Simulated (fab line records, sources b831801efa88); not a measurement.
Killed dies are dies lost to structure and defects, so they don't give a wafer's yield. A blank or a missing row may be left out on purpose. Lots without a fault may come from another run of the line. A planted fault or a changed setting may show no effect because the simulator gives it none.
Which tool did it? | flow sky130 | 11 lots, 33 wafers sampled, at 3 steps of a route of 708

WHAT THE GAUGES READ, wafer by wafer
SKY_LI_CONTACT_THK_MEAS_01.
lot  | measured     | on            | LI_CONTACT_HDPCVD_THK (nm)
L542 | day 27 23:11 | film_metro-04 | 933 913 929
L543 | day 28 06:02 | film_metro-01 | 912 923 921
L545 | day 29 13:43 | film_metro-04 | 913 928 931
L546 | day 29 16:01 | film_metro-04 | 948 937 927
L548 | day 30 00:25 | film_metro-01 | 933 954 943
L551 | day 31 03:00 | film_metro-02 | 945 958 949
L553 | day 31 17:25 | film_metro-02 | 945 1215 938
L562 | day 34 18:33 | film_metro-01 | 929 942 933
L563 | day 34 23:07 | film_metro-04 | 940 931 932
L564 | day 35 07:49 | film_metro-02 | 927 921 927
L565 | day 35 11:46 | film_metro-01 | 920 921 922

WHICH TOOL RAN EACH LOT (tool, then ch and the chambers of the sampled wafers, then the start)
lot  | SKY_PWDE_STRIP_09                   | SKY_LI_CONTACT_HDPCVD_00
L542 | plasma_asher-01 ch 0,1, day 3 21:37 | hdpcvd-02 ch 0,1,2, day 27 23:05
L543 | plasma_asher-02 ch 0,1, day 4 02:52 | hdpcvd-01 ch 0,2, day 28 05:54
L545 | plasma_asher-01 ch 0,1, day 4 16:18 | hdpcvd-01 ch 0,1, day 29 13:36
L546 | plasma_asher-01 ch 0, day 4 17:19   | hdpcvd-02 ch 1,2, day 29 15:54
L548 | plasma_asher-01 ch 0,1, day 5 05:48 | hdpcvd-02 ch 1,2, day 30 00:17
L551 | plasma_asher-03 ch 0,1, day 5 22:13 | hdpcvd-02 ch 0,1,2, day 31 02:53
L553 | plasma_asher-03 ch 0, day 6 10:19   | hdpcvd-02 ch 0,1, day 31 17:18
L562 | plasma_asher-03 ch 1, day 8 15:19   | hdpcvd-02 ch 1,2, day 34 18:27
L563 | plasma_asher-02 ch 0,1, day 9 01:12 | hdpcvd-01 ch 1,2, day 34 22:59
L564 | plasma_asher-03 ch 1, day 9 02:58   | hdpcvd-02 ch 0,2, day 35 07:41
L565 | plasma_asher-01 ch 0,1, day 9 07:47 | hdpcvd-01 ch 0,1,2, day 35 11:41
- SKY_PWDE_STRIP_09: strips in O2/N2.
- SKY_LI_CONTACT_HDPCVD_00: deposits PSG, target thk 930 nm, time 155 s.

THE ANSWER, worked out from the rows above alone
Rule: what is usual is taken from the lots themselves. Put in order of their means at a reading, lots are off if they are a third of the lots or fewer, leave a main group of 4 or more, and stand apart from it by a gap of 3 or more times the standard deviation of the main group's means; of several such gaps the widest counts. A main group whose means are all the same, to the digits that the tables above print for the reading, isn't used. A lot without any number at a reading at which 4 lots or more have one is off too. The other lots that the step has rows for count as sound.
Off: L553, at SKY_LI_CONTACT_THK_MEAS_01 (LI_CONTACT_HDPCVD_THK). The main group: mean 931 nm, standard deviation 9.9.
A tool fits if, at a process step before that reading, it ran every lot that is off, and no sound lot after the first of them. The gauges at SKY_LI_CONTACT_THK_MEAS_01 are tried like those tools. None of those tried fits.

WHAT THE SIMULATOR HAD PUT IN
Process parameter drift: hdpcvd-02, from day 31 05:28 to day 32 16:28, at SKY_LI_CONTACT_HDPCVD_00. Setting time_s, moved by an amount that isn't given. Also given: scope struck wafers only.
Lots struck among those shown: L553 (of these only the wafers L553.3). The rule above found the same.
